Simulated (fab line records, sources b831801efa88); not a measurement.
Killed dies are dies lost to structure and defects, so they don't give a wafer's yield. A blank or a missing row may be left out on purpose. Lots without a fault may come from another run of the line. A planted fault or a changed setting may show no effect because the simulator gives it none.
Chamber matching | flow sky130 | SKY_LI_CONTACT_CMP_24 on cmp-02: 4 sister chambers
The step polishes, stops on PSG, t overpolish 20 s, target thk 0 nm. 8 wafers are shown with their chamber, then 10 later ones without.

WAFERS WITH THEIR CHAMBER
wafer  | chamber | motor_current_A (A) | retaining_ring_pressure_frac
L799.1 | 0       | 10.5                | 1.003
L800.2 | 0       | 10.1                | 1.007
L801.5 | 3       | 13.2                | 0.998
L802.2 | 2       | 11.6                | 0.990
L805.4 | 3       | 12.2                | 1.003
L811.5 | 2       | 11.0                | 0.997
L811.6 | 1       | 9.6                 | 1.001
L812.3 | 1       | 9.9                 | 0.999

WAFERS WITHOUT THEIR CHAMBER
wafer  | motor_current_A (A) | retaining_ring_pressure_frac
L812.6 | 9.7                 | 1.001
L817.2 | 10.5                | 1.000
L817.4 | 12.6                | 1.009
L817.5 | 9.3                 | 0.995
L819.1 | 9.7                 | 1.002
L819.3 | 11.0                | 0.996
L819.4 | 12.1                | 0.997
L820.2 | 10.3                | 0.992
L820.3 | 12.5                | 1.003
L820.4 | 11.4                | 1.001

WHICH CHAMBER EACH WENT THROUGH
wafer  | from the rows above               | in truth
L812.6 | can't be placed: 1 or 0           | 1
L817.2 | can't be placed: 0 or 1 or 2      | 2
L817.4 | 3                                 | 3
L817.5 | can't be placed: 1 or 0           | 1
L819.1 | can't be placed: 1 or 0           | 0
L819.3 | 2                                 | 2
L819.4 | can't be placed: 3 or 2           | 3
L820.2 | can't be placed: 2 or 1 or 0      | 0
L820.3 | 3                                 | 3
L820.4 | can't be placed: 2 or 0 or 3 or 1 | 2
Placed correctly: 3 of 10. Can't be placed from these rows: 7 (the true chamber is among the candidates in 7). Placed wrongly: 0.
How it was worked out, from the rows above alone: a wafer's distance from a chamber is the root of the sum, over the readings, of the square of ((its reading less the chamber's mean) divided by the reading's scatter). The wafer belongs to the nearest chamber; if the next one is less than 2 further off, it can't be placed. A chamber's mean is the mean of its shown wafers. The scatter: the root of (the sum of the squares of (reading less its chamber's mean) over the shown wafers, divided by (wafers less chambers)).
